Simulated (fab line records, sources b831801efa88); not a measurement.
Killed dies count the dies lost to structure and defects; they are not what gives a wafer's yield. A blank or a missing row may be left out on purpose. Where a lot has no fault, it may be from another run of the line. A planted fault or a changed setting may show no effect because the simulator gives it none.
One fault seen from 2 desks ; flow sky130 ; every desk sees just its own numbers, and what lay behind them comes last

FROM THE METROLOGY DESK
What the gauges read for every lot (on any tool): the sampled wafers with a number, averaged. A lot is out of limits, marked OUT, if its mean lies more than 4 standard deviations from the usual mean; the brackets give that distance.
Columns: A = FIELD_ISO_OXIDATION_00_THK at SKY_FIELD_ISO_THK_MEAS_02, usual 12.08 nm; B = PWDE_RS at SKY_NWELL_RS_MEAS_31, usual 5274 ohm/sq
lot;first seen here;A;B
L100;day 1 12:29;12.45;5277
L101;day 1 17:56;12.39;5247
L102;day 1 23:29;12.19;5264
L104;day 2 08:42;12.24;5254
L107;day 3 03:25;11.82;5289
L109;day 3 10:32;11.90;5504 (+14) OUT
L108;day 3 10:32;11.89;5286
L113;day 4 05:06;12.17;5268
L118;day 5 10:29;12.11;5314
L120;day 5 17:24;12.14;5267
L123;day 6 07:30;12.01;5273
This desk's result: L109 out of limits, first on L109 (PWDE_RS at SKY_NWELL_RS_MEAS_31), day 7 13:25. L100, L101, L102, L104, L107, L108, L113, L118, L120, L123: within limits.

DESK OF THE TOOL OWNER: implanter-02
For each lot that ran on this tool, the mean over its sampled wafers that have a number, from the tool's own readings at SKY_PWDE_IMPLANT_08. A lot is out of limits, marked OUT, if its mean lies more than 4 standard deviations from the usual mean; the brackets give that distance.
Columns: A = beam_energy_keV at SKY_PWDE_IMPLANT_08, usual 150.00; B = beam_on_s at SKY_PWDE_IMPLANT_08, usual 10.01 s
lot;first seen here;A;B
L101;day 4 04:47;150.04;10.13
L104;day 5 14:02;150.03;9.88
L109;day 5 22:49;150.06;9.87
Finding of this desk: none of the 3 lots has anything out of limits.

TAKEN TOGETHER
L109 would have let the metrology desk raise an alarm at day 7 13:25.
The tool owner's desk saw nothing out of limits.
Tool owner's desk: L109 on record, inside its limits.
All the named lots went through SKY_PWDE_IMPLANT_08 on implanter-02.

WHAT THE SIMULATOR HAD PUT IN
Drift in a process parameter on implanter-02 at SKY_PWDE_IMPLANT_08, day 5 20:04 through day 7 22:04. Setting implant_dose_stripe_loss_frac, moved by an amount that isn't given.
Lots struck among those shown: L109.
Hours from the fault's start to each desk's first reading out of limits: the metrology desk, 41.
